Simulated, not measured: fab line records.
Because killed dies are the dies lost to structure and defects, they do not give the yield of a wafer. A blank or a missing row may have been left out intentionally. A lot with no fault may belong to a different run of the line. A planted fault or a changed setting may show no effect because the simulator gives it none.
A struck lot beside a sound one ; flow sky130 ; 43 steps out of a route of 708
Sound: wafers L253.2, L253.5, L253.6. Wafers struck: L262.2, L262.4, L262.5. At the end, the cause is stated.
Order at every step that has rows: each side's tool, ch and its chambers, its first start. Under that, the readings that differ: sound wafers ; struck wafers ; difference of the means ; sigmas: that difference in standard deviations of wafers without a fault.
alike: a reading whose means differ by less than 2 such deviations, as well as words and numbers matching on both sides. not compared: withheld readings; readings where some wafer has no value; bounds like >300 that might hide an equal value; numbers whose values overlap and for which the record gives no deviation.
The two part at a step that has a row with sigmas, a row that says differs or no value, or rows on one side only. Numbers that have no deviation but don't overlap get no sigmas and don't part them. Lack of a reading on every wafer of one side parts them only where that side has two or more wafers.

first, 7 steps without rows for these wafers: SKY_VIA3_HMDS_05 (prime time 60 s); SKY_VIA3_COAT_06 (resist thk 60 nm); SKY_VIA3_COAT_07 (resist thk 450 nm); SKY_VIA3_SOFTBAKE_08 (time 90 s); SKY_VIA3_EXPOSE_09 (exposes mask VIM3, target cd 200 nm); SKY_VIA3_PEB_10; SKY_VIA3_DEVELOP_11 (develop time 60 s).
SKY_VIA3_CD_MEAS_12: target cd 200 nm.
  sound: cdSem-01 at day 40 10:09; struck: cdSem-02 at day 43 02:39
  alike: cdNm
SKY_VIA3_OVL_MEAS_13:
  sound: overlay-02 at day 40 10:15; struck: overlay-02 at day 43 02:46
  alike: VIA3_OVL
then, 1 step without rows for these wafers: SKY_VIA3_ETCH_14 (etches BARC in N2/H2, stops on SiO2, time 45.9 s, target depth 60 nm).
SKY_VIA3_ETCH_15: etches SiO2 in C4F8/O2/Ar, stops on TiN, target depth 507 nm, time 78 s.
  sound on rieDiel-03 ch 0,2,3, day 40 10:20; struck on rieDiel-02 ch 0,1,2, day 43 02:50
  alike: oesProductAu
  not compared: rfHoursCounterH
then, 1 step without rows for these wafers: SKY_VIA3_STRIP_16 (strips in O2/N2).
SKY_VIA3_STRIP_17: strips in post etch residue remover, time 1200 s.
  sound on wetBench-03 ch 2, day 40 10:29; struck on wetBench-04 ch 3, day 43 02:59
  alike: bathGuardTempC, tempC
then, 4 steps without rows for these wafers: SKY_VIA3_CLEAN_18 (cleans in IPA, time 180 s); SKY_VIA3_CLEAN_19 (cleans in O3/DIW); SKY_VIA3_SPUTTER_20 (material TiN, target thk 20 nm, time 80 s); SKY_VIA3_CVD_21 (deposits W, target thk 390 nm, time 117.31 s).
SKY_VIA3_RS_MEAS_22: measurement is done with a four-point probe.
  sound: filmMetro-04 at day 40 11:11; struck: filmMetro-02 at day 43 03:44
  alike: VIA3_W_RS
SKY_VIA3_THK_MEAS_23: measures by xrf.
  sound: filmMetro-04 at day 40 11:17; struck: filmMetro-02 at day 43 03:50
  alike: VIA3_W_THK
then, 4 steps without rows for these wafers: SKY_VIA3_CMP_24 (polishes, stops on SiO2, t overpolish 20 s, target thk 0 nm); SKY_METAL4_SPUTTER_00 (material Ti, target thk 15 nm, time 10 s); SKY_METAL4_SPUTTER_01 (material TiN, target thk 20 nm, time 16.7 s); SKY_METAL4_SPUTTER_02 (material AlCu, target thk 735 nm, time 39.1 s).
SKY_METAL4_SPUTTER_03: material Ti, target thk 5 nm, time 3.3 s.
  sound: pvdSputter-04 at day 40 11:44; struck: pvdSputter-01 at day 43 04:17
  alike: throttleValvePct
SKY_METAL4_SPUTTER_04: material TiN, target thk 70 nm, time 58.3 s.
  sound: pvdSputter-04 at day 40 11:45; struck: pvdSputter-01 at day 43 04:18
  alike: throttleValvePct
SKY_CAP2M_CVD_00: deposits SiO2, target thk 15.5 nm.
  sound on pecvd-04 ch 0,1, day 40 11:48; struck on pecvd-01 ch 0,1,2, day 43 04:21
  alike: heaterPowerW
SKY_CAP2M_THK_MEAS_01:
  sound: filmMetro-03 at day 40 11:50; struck: filmMetro-02 at day 43 04:23
  alike: CAP2M_CVD_00_THK
then, 1 step without rows for these wafers: SKY_CAP2M_SPUTTER_02 (material TiN, target thk 200 nm, time 166.7 s).
SKY_CAP2M_RS_MEAS_03: measurement is done with a four-point probe.
  sound: filmMetro-03 at day 40 12:01; struck: filmMetro-03 at day 43 04:34
  alike: CAP2M_TIN_RS
SKY_CAP2M_THK_MEAS_04: measures by xrf.
  sound: filmMetro-03 at day 40 12:07; struck: filmMetro-03 at day 43 04:40
  alike: CAP2M_TIN_THK
then, 7 steps without rows for these wafers: SKY_CAP2M_DEHYDRATE_05 (time 60 s); SKY_CAP2M_HMDS_06 (prime time 60 s); SKY_CAP2M_COAT_07 (resist thk 1140 nm); SKY_CAP2M_SOFTBAKE_08 (time 60 s); SKY_CAP2M_EXPOSE_09 (exposes mask CAP2M, target cd 1000 nm); SKY_CAP2M_PEB_10; SKY_CAP2M_DEVELOP_11 (develop time 60 s).
SKY_CAP2M_OVL_MEAS_12:
  sound: overlay-01 at day 41 12:05; struck: overlay-01 at day 44 02:28
  alike: CAP2M_OVL
then, 1 step without rows for these wafers: SKY_CAP2M_METAL_ETCH_13 (etches TiN in Cl2/BCl3, stops on SiO2, target depth 220 nm, time 62.9 s).
SKY_CAP2M_STRIP_14: strips in O2/N2.
  sound on plasmaAsher-02 ch 0,1, day 41 12:11; struck on plasmaAsher-02 ch 0,1, day 44 02:34
  alike: drypumpMotorCurrentA, oesProductAu, stripTimeToEndpointS
  not compared: rfHoursCounterH
then, 2 steps without rows for these wafers: SKY_CAP2M_STRIP_15 (strips in post etch residue remover, time 1200 s); SKY_CAP2M_CLEAN_16 (cleans in IPA, time 180 s).
-- the record jumps here: 5 days lie between the struck wafers' starts before and after (it left off in module CAP2M and takes up again in module PAD_OPEN, whose first step shown is number 708 of the route) --
SKY_PAD_OPEN_PROBE_99:
  sound: prober-01 at day 46 10:40; struck: prober-02 at day 48 14:43
reading;sound;struck;difference;sigmas
hold;- - -;awaitDispo/14.3h/release awaitDispo/14.3h/release awaitDispo/14.3h/release;no value on the sound wafers;
defectLimitedYield (%);78.9 85.4 79.5;71.7 71.1 73.2;-9.3;-5
killed_at_M0_to_M3;42 35 50;106 99 88;+55;+8
killedDies;104 72 101;139 142 132;+45;+5
sort_bin_3_pad_short (%);0.6 0.8 1.4;4.3 4.3 4.3;+3.4;+9
sort_bin_5_function (%);13.4 8.7 11.8;17.9 17.3 18.5;+6.6;+4
sortNPass;388 420 391;353 350 360;-45;-5
sortYieldPct (%);78.9 85.4 79.5;71.7 71.1 73.2;-9.3;-5
model.etest.tester.sortNPass;388 420 391;353 350 360;-45;
model.etest.tester.sortYieldPct (%);78.86 85.37 79.47;71.75 71.14 73.17;-9.21;
model.etest.tester.sort_bin_5_pct (%);13.41 8.74 11.79;17.89 17.28 18.5;+6.58;
model.etest.tester.sort_bin_3_pct (%);0.6098 0.813 1.423;4.268 4.268 4.268;+3.319;
  alike: killed_at_M4_up, killedAtContacts, killedAtFrontEnd, killedAtOther, killedOpen, killedShort, sort_bin_6_memory

## WHERE THEY PART
Within this record, at SKY_PAD_OPEN_PROBE_99 only.

WHY: whatever the simulator had introduced
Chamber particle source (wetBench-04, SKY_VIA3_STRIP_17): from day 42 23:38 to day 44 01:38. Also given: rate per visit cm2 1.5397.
